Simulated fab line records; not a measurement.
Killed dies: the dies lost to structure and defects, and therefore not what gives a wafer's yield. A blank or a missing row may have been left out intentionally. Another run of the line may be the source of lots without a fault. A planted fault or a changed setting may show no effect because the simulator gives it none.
What tool caused it? :: flow sky130 :: route of 708 steps, sampled at 1 step: 14 lots, 42 wafers

WHAT THE GAUGES READ, wafer by wafer
Not one reading of a measure or inspect step in the record can be checked against a usual standard deviation.

WHICH TOOL RAN EACH LOT (tool, then ch and the chambers of the sampled wafers, then the start)
lot: L618
SKY_LI_CONTACT_EXPOSE_09: krf scanner-02 ch 0, day 29 09:30

lot: L620
SKY_LI_CONTACT_EXPOSE_09: krf scanner-02 ch 0, day 29 23:35

lot: L619
SKY_LI_CONTACT_EXPOSE_09: krf scanner-01 ch 0, day 30 02:12

lot: L621
SKY_LI_CONTACT_EXPOSE_09: krf scanner-02 ch 0, day 30 10:37

lot: L622
SKY_LI_CONTACT_EXPOSE_09: krf scanner-01 ch 0, day 30 18:44

lot: L624
SKY_LI_CONTACT_EXPOSE_09: krf scanner-01 ch 0, day 30 23:17

lot: L625
SKY_LI_CONTACT_EXPOSE_09: krf scanner-01 ch 0, day 31 12:39

lot: L626
SKY_LI_CONTACT_EXPOSE_09: krf scanner-01 ch 0, day 32 00:55

lot: L633
SKY_LI_CONTACT_EXPOSE_09: krf scanner-01, day 33 22:54

lot: L632
SKY_LI_CONTACT_EXPOSE_09: krf scanner-02, day 34 03:59

lot: L635
SKY_LI_CONTACT_EXPOSE_09: krf scanner-02 ch 0, day 34 18:28

lot: L638
SKY_LI_CONTACT_EXPOSE_09: krf scanner-01 ch 0, day 35 10:53

lot: L637
SKY_LI_CONTACT_EXPOSE_09: krf scanner-02 ch 0, day 35 11:55

lot: L639
SKY_LI_CONTACT_EXPOSE_09: krf scanner-02 ch 0, day 35 20:27
- SKY_LI_CONTACT_EXPOSE_09: exposes mask LICM1, target cd 170 nm.

WHAT THE TOOLS THEMSELVES READ (means of the sampled wafers that have a number; where no wafer has one, the mark that the record gives instead)
SKY_LI_CONTACT_EXPOSE_09. Usual: exposure dose mJ cm2 37.94, standard deviation 0.044; focus offset nm 0.1 nm, standard deviation 0.57.
lot: L618
tool: krf scanner-02
exposure dose mJ cm2: 37.95
focus offset nm (nm): 0.1
flag: 

lot: L620
tool: krf scanner-02
exposure dose mJ cm2: 37.94
focus offset nm (nm): -0.7
flag: 

lot: L619
tool: krf scanner-01
exposure dose mJ cm2: 37.90
focus offset nm (nm): 0.0
flag: 

lot: L621
tool: krf scanner-02
exposure dose mJ cm2: 37.95
focus offset nm (nm): -0.1
flag: 

lot: L622
tool: krf scanner-01
exposure dose mJ cm2: 37.94
focus offset nm (nm): -0.0
flag: 

lot: L624
tool: krf scanner-01
exposure dose mJ cm2: 37.89
focus offset nm (nm): -0.8
flag: 

lot: L625
tool: krf scanner-01
exposure dose mJ cm2: 37.93
focus offset nm (nm): 0.2
flag: 

lot: L626
tool: krf scanner-01
exposure dose mJ cm2: 37.90
focus offset nm (nm): 0.5
flag: 

lot: L633
tool: krf scanner-01
exposure dose mJ cm2: -
focus offset nm (nm): -
flag: OFF

lot: L632
tool: krf scanner-02
exposure dose mJ cm2: -
focus offset nm (nm): -
flag: OFF

lot: L635
tool: krf scanner-02
exposure dose mJ cm2: 37.95
focus offset nm (nm): -0.2
flag: 

lot: L638
tool: krf scanner-01
exposure dose mJ cm2: 37.92
focus offset nm (nm): 0.4
flag: 

lot: L637
tool: krf scanner-02
exposure dose mJ cm2: 37.99
focus offset nm (nm): 0.7
flag: 

lot: L639
tool: krf scanner-02
exposure dose mJ cm2: 38.02
focus offset nm (nm): 0.1
flag: 

THE ANSWER, worked out from the rows above alone
Rule: take the mean of a lot's wafers that have a number; if it is more than 3 standard deviations from the usual mean, the lot is off. A lot without any number at a reading at which 4 lots or more have one is off too. All remaining lots with rows at the step are treated as sound. The gauges are gone through in route order, then the tools' own readings, and for those a lot's mean is taken as printed above. The first step at which some lot is off is used, and at that step the reading that is off furthest; a lot without a number counts as furthest.
Off, at SKY_LI_CONTACT_EXPOSE_09 on exposure dose mJ cm2: L633, L632. Without a number there: L633, L632.
If a tool, at that step or one of the process steps before it, ran each lot that is off and ran no sound lot following the first of them, it fits. Of those tried, none fits.

WHAT THE SIMULATOR PUT IN
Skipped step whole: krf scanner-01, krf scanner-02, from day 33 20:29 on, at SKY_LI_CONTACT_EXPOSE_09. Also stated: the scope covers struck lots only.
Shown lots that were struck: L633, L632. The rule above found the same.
